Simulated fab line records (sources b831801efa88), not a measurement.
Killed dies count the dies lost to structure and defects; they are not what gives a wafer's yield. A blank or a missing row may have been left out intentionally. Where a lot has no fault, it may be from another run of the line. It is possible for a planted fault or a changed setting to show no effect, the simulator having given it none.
2 desks looking at one fault || flow sky130 || each desk holds nothing but its own numbers, with what lay behind them at the end

== TOOL OWNER'S DESK, implanter-02 ==
For each lot that ran on this tool, the mean over its sampled wafers that have a number, from the tool's own readings at SKY_LDD_HVP_IMPLANT_08. If a lot's mean is further than 4 standard deviations from the usual mean, the lot is out of limits and carries the mark OUT (the distance appears in the brackets).
Columns: A = beam-on-s at SKY_LDD_HVP_IMPLANT_08, usual 10.01 s; B = dose-ions-cm2 at SKY_LDD_HVP_IMPLANT_08, usual 1.7003e+13; C = end-station-pressure-torr at SKY_LDD_HVP_IMPLANT_08, usual 5.11e-06 Torr; D = faraday-current-uA at SKY_LDD_HVP_IMPLANT_08, usual 95.8
{"lot": "L900", "first seen here": "day 24 09:13", "A": 10.11, "B": 1.7004e+13, "C": 5.12e-06, "D": 94.7}
{"lot": "L906", "first seen here": "day 26 03:44", "A": "10.93 (+4.6) OUT", "B": 1.6994e+13, "C": "6.11e-05 (+99 or more) OUT", "D": "84.7 (-5.8) OUT"}
{"lot": "L905", "first seen here": "day 26 04:29", "A": "10.88 (+4.3) OUT", "B": 1.6988e+13, "C": "6.18e-05 (+99 or more) OUT", "D": "85.0 (-5.7) OUT"}
{"lot": "L914", "first seen here": "day 28 12:18", "A": 9.97, "B": 1.6996e+13, "C": 5.19e-06, "D": 96.1}
This desk's verdict: out of limits on L905, L906, starting with L906 at day 26 03:44 (beam-on-s at SKY_LDD_HVP_IMPLANT_08). In limits: L900, L914.

== AT THE METROLOGY DESK ==
Lot by lot, what the gauges showed, no matter which tool ran the lot: averages of those sampled wafers that carry a number. If a lot's mean is further than 4 standard deviations from the usual mean, the lot is out of limits and carries the mark OUT (the distance appears in the brackets).
Columns: A = POLY_GATE_OVL at SKY_POLY_GATE_OVL_MEAS_14, usual -1 nm; B = LDD_N_OVL at SKY_LDD_N_OVL_MEAS_07, usual -1.6 nm; C = LDD_HVP_OVL at SKY_LDD_HVP_OVL_MEAS_07, usual -0.6 nm; D = LDD_HVP_TW at SKY_LDD_HVP_TW_MEAS_10, usual 459.5
{"lot": "L894", "first seen here": "day 16 13:05", "A": -3, "B": 0.1, "C": -1.8, "D": 460.5}
{"lot": "L896", "first seen here": "day 16 23:14", "A": 2, "B": -2.4, "C": -0.1, "D": 462.3}
{"lot": "L900", "first seen here": "day 19 05:46", "A": 2, "B": -2.3, "C": -0.5, "D": 457.8}
{"lot": "L901", "first seen here": "day 19 06:43", "A": -3, "B": -3.3, "C": -2.3, "D": 457.4}
{"lot": "L906", "first seen here": "day 20 23:26", "A": -1, "B": -0.9, "C": -0.5, "D": "473.2 (+5.1) OUT"}
{"lot": "L905", "first seen here": "day 20 23:38", "A": -4, "B": -1.7, "C": 0.3, "D": 469.4}
{"lot": "L908", "first seen here": "day 21 09:43", "A": -4, "B": 1.4, "C": -1.9, "D": 459.6}
{"lot": "L907", "first seen here": "day 21 12:31", "A": -11, "B": -2.1, "C": 1.3, "D": 459.0}
{"lot": "L911", "first seen here": "day 22 10:59", "A": 2, "B": -0.5, "C": -0.2, "D": 455.9}
{"lot": "L913", "first seen here": "day 23 01:19", "A": 2, "B": -1.7, "C": -1.6, "D": 452.8}
{"lot": "L914", "first seen here": "day 23 12:35", "A": 1, "B": -3.7, "C": -1.1, "D": 462.0}
{"lot": "L915", "first seen here": "day 24 00:13", "A": 4, "B": -1.1, "C": 0.8, "D": 463.7}
{"lot": "L917", "first seen here": "day 25 01:01", "A": -3, "B": 0.6, "C": -0.6, "D": 457.9}
This desk reports L906 out of limits; the earliest was L906 at day 26 03:59 (LDD_HVP_TW at SKY_LDD_HVP_TW_MEAS_10). In limits: L894, L896, L900, L901, L905, L908, L907, L911, L913, L914, L915, L917.

== PUT TOGETHER ==
The tool owner's desk had the chance to raise an alarm at day 26 03:44 on L905, L906.
An alarm was possible from the metrology desk at day 26 03:59, on L906.
The metrology desk holds a record of L905, inside its limits.
Every lot named ran SKY_LDD_HVP_IMPLANT_08 on implanter-02.

== WHAT THE SIMULATOR HAD INSERTED ==
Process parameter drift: implanter-02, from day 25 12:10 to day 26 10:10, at SKY_LDD_HVP_IMPLANT_08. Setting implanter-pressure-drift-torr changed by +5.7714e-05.
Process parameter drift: implanter-02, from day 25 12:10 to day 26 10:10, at SKY_LDD_HVP_IMPLANT_08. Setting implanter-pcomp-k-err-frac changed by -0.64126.
Shown lots that were struck: L905, L906.
Time in hours from fault onset to the first out-of-limits reading at each desk: tool owner's desk 16, metrology desk 16.
